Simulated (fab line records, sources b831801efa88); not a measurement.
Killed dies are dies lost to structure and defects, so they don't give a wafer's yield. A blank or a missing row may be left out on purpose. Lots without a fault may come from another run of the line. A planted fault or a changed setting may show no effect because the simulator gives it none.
Which tool did it? | flow gf180mcu | 24 lots, 72 wafers sampled, at 1 step of a route of 602

WHAT THE GAUGES READ, wafer by wafer
GF_POLY_GATE_OVL_MEAS_11. Usual: POLY_GATE_OVL 0 nm, standard deviation 5.2.
lot  | measured     | on         | POLY_GATE_OVL (nm) | flag
L074 | day 9 09:19  | overlay-02 | 6 1 0              |
L075 | day 9 13:15  | overlay-02 | -4 -6 -3           |
L076 | day 10 01:24 | overlay-01 | -2 -1 1            |
L077 | day 10 13:45 | overlay-02 | 1 5 5              |
L078 | day 10 14:06 | overlay-01 | 10 5 8             |
L079 | day 10 19:41 | overlay-02 | 11 -3 0            |
L080 | day 11 11:18 | overlay-01 | 10 2 -2            |
L081 | day 11 14:47 | overlay-02 | -3 2 6             |
L082 | day 11 15:29 | overlay-01 | -2 2 -7            |
L083 | day 11 22:19 | overlay-02 | -2 -7 -7           |
L084 | day 12 08:11 | overlay-02 | -9 -4 6            |
L085 | day 12 16:46 | overlay-01 | 12 0 2             |
L086 | day 13 00:43 | overlay-02 | -4 -10 3           |
L087 | day 13 08:18 | overlay-02 | 3 13 3             |
L088 | day 13 14:39 | overlay-01 | 4 -5 -8            |
L089 | day 13 20:12 | overlay-02 | -4 1 9             |
L090 | day 14 06:49 | overlay-02 | 1 -7 -3            |
L091 | day 14 12:20 | overlay-01 | -5 -3 -10          |
L092 | day 14 21:36 | overlay-02 | 2 7 2              |
L093 | day 15 07:33 | overlay-01 | 3 1 7              |
L094 | day 15 17:49 | overlay-02 | 14 5 10            |
L095 | day 15 18:12 | overlay-01 | -5 -3 -3           |
L096 | day 16 04:42 | overlay-02 | -1 0 3             |
L097 | day 16 13:38 | overlay-02 | -2 6 0             |

WHICH TOOL RAN EACH LOT (tool, then ch and the chambers of the sampled wafers, then the start)
The record holds no process step before these readings.

WHAT THE TOOLS THEMSELVES READ (means of the sampled wafers that have a number; where no wafer has one, the mark that the record gives instead)
The record holds no such reading with a usual standard deviation.

THE ANSWER, worked out from the rows above alone
Rule: a lot is off if the mean of its wafers that have a number lies more than 3 standard deviations from the usual mean. A lot without any number at a reading at which 4 lots or more have one is off too. The other lots that the step has rows for count as sound. The gauges are gone through in route order, then the tools' own readings, and for those a lot's mean is taken as printed above. The first step at which some lot is off is used, and at that step the reading that is off furthest; a lot without a number counts as furthest.
No lot is off at any reading shown: from this, nothing can be told.

WHAT THE SIMULATOR HAD PUT IN
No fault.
